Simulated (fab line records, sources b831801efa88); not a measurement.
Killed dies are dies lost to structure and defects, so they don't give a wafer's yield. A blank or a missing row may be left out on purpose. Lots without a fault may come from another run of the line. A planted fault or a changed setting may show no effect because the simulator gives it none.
Problem report in the 8D (eight disciplines) form, filled by code | flow gf180mcu | the parts of the form that need people (team, actions taken, sign-off) are left out

1. THE PROBLEM
beam_energy_keV at GF_HV_LDD_IMPLANT_21 reads a mean of 25.811 on 6 wafers of 2 lots; wafers without a fault read 24.998 with a standard deviation of 0.0084. That is +97 standard deviations from the usual mean.
First seen on wafer L784.4, day 14 03:20, on implanter-04. The record holds 18 wafers of 6 lots with a number at this step. Rule for "out", or "out of limits": more than 4 standard deviations from the usual mean. The other wafers with a number count as sound.

2. WHAT IT IS AND WHAT IT IS NOT
question                    | is                     | is not
which readings at this step | beam_energy_keV        | -
which lots                  | L784, L785             | L789, L791, L794, L795
which wafers of those lots  | all that have a number | -
read on which tools         | implanter-04           | implanter-02
when                        | from day 14 03:20      | up to then (0 sound wafers); but 12 sound wafers of L789, L791, L794, L795 came after

3. SUSPECTS, AND WHAT RULES EACH OUT
Counting: a tool at a process step up to the reading stays a suspect if it ran every lot that is out and no sound lot after the first of them.
- plasma_asher-03 at GF_HV_LDD_STRIP_10 (strips in O2/N2): ruled out as a lasting fault. Sound lots L794 ran on it after its first lot that is out, L784 (day 13 06:50).
- implanter-04 at GF_HV_LDD_IMPLANT_21: ruled out as a lasting fault. Sound lots L795 ran on it after its first lot that is out, L784 (day 14 03:20).
Left after counting: nothing in the record.

4. THE CAUSE (what the simulator had put in)
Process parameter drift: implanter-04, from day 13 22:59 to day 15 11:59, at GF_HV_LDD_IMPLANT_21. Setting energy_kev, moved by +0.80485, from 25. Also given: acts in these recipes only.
Counting ruled it out, wrongly.

5. THE CHAIN OF EFFECTS, in route order
Each row: a reading whose mean over the struck wafers that have a number lies more than 3 standard deviations from the usual. Only readings for which the record gives a usual standard deviation are gone through. hours: the time from each lot's start at the first step in this table that gives one to its start at this step, as a median over the lots. sigmas: the change in usual standard deviations.
hours | step                 | reading         | usual  | on struck wafers | change | sigmas
0     | GF_HV_LDD_IMPLANT_21 | beam_energy_keV | 24.998 | 25.811           | +0.813 | +97
The process steps in it:
- GF_HV_LDD_IMPLANT_21

6. WHAT WOULD HAVE CAUGHT IT SOONER
In this record the first reading out of limits was taken at day 14 03:20, 4 hours after the fault began at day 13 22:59.
